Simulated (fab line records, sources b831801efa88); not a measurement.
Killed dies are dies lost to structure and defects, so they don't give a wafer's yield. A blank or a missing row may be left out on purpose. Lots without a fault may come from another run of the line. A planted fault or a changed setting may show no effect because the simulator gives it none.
Which tool did it? | flow sky130 | 13 lots, 39 wafers sampled, at 1 step of a route of 708

WHAT THE GAUGES READ, wafer by wafer
SKY_METAL3_OVL_MEAS_14. Usual: METAL3_OVL -2 nm, standard deviation 5.2.
lot  | measured     | on         | METAL3_OVL (nm) | flag
L359 | day 39 14:10 | overlay-01 | 8 3 2           |
L363 | day 39 22:07 | overlay-02 | -4 -6 -4        |
L365 | day 40 16:49 | overlay-02 | -1 -9 -2        |
L366 | day 40 18:58 | overlay-01 | 1 2 4           |
L367 | day 41 01:16 | overlay-01 | -2 -7 -1        |
L370 | day 41 11:01 | overlay-02 | -16 -18 -1      |
L371 | day 42 02:58 | overlay-02 | -4 -9 -1        |
L373 | day 42 08:37 | overlay-02 | -7 -3 -1        |
L374 | day 42 15:32 | overlay-02 | -1 1 2          |
L376 | day 43 11:07 | overlay-02 | -5 0 3          |
L377 | day 44 02:10 | overlay-02 | -5 -10 -5       |
L378 | day 44 04:01 | overlay-01 | 3 6 -4          |
L381 | day 44 13:49 | overlay-02 | -6 -8 -6        |

WHICH TOOL RAN EACH LOT (tool, then ch and the chambers of the sampled wafers, then the start)
The record holds no process step before these readings.

WHAT THE TOOLS THEMSELVES READ (means of the sampled wafers that have a number; where no wafer has one, the mark that the record gives instead)
The record holds no such reading with a usual standard deviation.

THE ANSWER, worked out from the rows above alone
Rule: a lot is off if the mean of its wafers that have a number lies more than 3 standard deviations from the usual mean. A lot without any number at a reading at which 4 lots or more have one is off too. The other lots that the step has rows for count as sound. The gauges are gone through in route order, then the tools' own readings, and for those a lot's mean is taken as printed above. The first step at which some lot is off is used, and at that step the reading that is off furthest; a lot without a number counts as furthest.
No lot is off at any reading shown: from this, nothing can be told.

WHAT THE SIMULATOR HAD PUT IN
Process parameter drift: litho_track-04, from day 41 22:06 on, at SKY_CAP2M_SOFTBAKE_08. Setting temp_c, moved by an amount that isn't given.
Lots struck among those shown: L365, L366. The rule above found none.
